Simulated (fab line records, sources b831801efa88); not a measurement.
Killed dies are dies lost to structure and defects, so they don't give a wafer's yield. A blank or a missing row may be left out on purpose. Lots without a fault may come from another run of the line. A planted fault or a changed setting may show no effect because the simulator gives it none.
Which tool did it? | flow sfq_line | 7 lots, 21 wafers sampled, at 3 steps of a route of 325

WHAT THE GAUGES READ, wafer by wafer
SFQ_M2_RS_MEAS_914: measures by four-point-probe.
lot  | measured     | on            | M2_NB_RS (ohm/sq)
L311 | day 17 19:49 | film_metro-04 | 0.891 0.886 0.888
L313 | day 19 04:01 | film_metro-03 | 0.870 0.860 0.873
L316 | day 20 06:27 | film_metro-04 | 0.875 0.872 0.855
L318 | day 20 20:49 | film_metro-03 | 0.861 0.885 0.887
L320 | day 21 10:02 | film_metro-03 | 0.895 0.891 0.884
L323 | day 22 08:49 | film_metro-03 | 0.876 0.873 0.875
L331 | day 25 03:32 | film_metro-04 | 0.897 0.898 0.888

WHICH TOOL RAN EACH LOT (tool, then ch and the chambers of the sampled wafers, then the start)
lot  | SFQ_TRILAYER_I1_VIA_BARC_OPEN_VIA_ETCH_071 | SFQ_TRILAYER_I1_VIA_ETCH_VIA_ETCH_052
L311 | rie_diel-01 ch 1,3, day 17 18:46           | rie_diel-01 ch 1,3, day 17 18:49
L313 | rie_diel-01 ch 0,2,3, day 19 02:58         | rie_diel-01 ch 0,2,3, day 19 03:01
L316 | rie_diel-02 ch 1,3, day 20 05:22           | rie_diel-02 ch 1,3, day 20 05:25
L318 | rie_diel-01 ch 1,2, day 20 19:46           | rie_diel-01 ch 1,2, day 20 19:49
L320 | rie_diel-01 ch 0,1, day 21 08:58           | rie_diel-01 ch 0,1, day 21 09:01
L323 | rie_diel-01 ch 0,3, day 22 07:46           | rie_diel-01 ch 0,3, day 22 07:49
L331 | rie_diel-02 ch 2,3, day 25 02:28           | rie_diel-02 ch 2,3, day 25 02:30
- SFQ_TRILAYER_I1_VIA_BARC_OPEN_VIA_ETCH_071: etches BARC in O2, target depth 125 nm, time 41.7 s.
- SFQ_TRILAYER_I1_VIA_ETCH_VIA_ETCH_052: etches SiO2 in CHF3, stops on Nb, target depth 260 nm.

THE ANSWER, worked out from the rows above alone
Rule: what is usual is taken from the lots themselves. Put in order of their means at a reading, lots are off if they are a third of the lots or fewer, leave a main group of 4 or more, and stand apart from it by a gap of 3 or more times the standard deviation of the main group's means; of several such gaps the widest counts. A main group whose means are all the same, to the digits that the tables above print for the reading, isn't used. A lot without any number at a reading at which 4 lots or more have one is off too. The other lots that the step has rows for count as sound.
No lot is off at any reading shown: from this, nothing can be told.

WHAT THE SIMULATOR HAD PUT IN
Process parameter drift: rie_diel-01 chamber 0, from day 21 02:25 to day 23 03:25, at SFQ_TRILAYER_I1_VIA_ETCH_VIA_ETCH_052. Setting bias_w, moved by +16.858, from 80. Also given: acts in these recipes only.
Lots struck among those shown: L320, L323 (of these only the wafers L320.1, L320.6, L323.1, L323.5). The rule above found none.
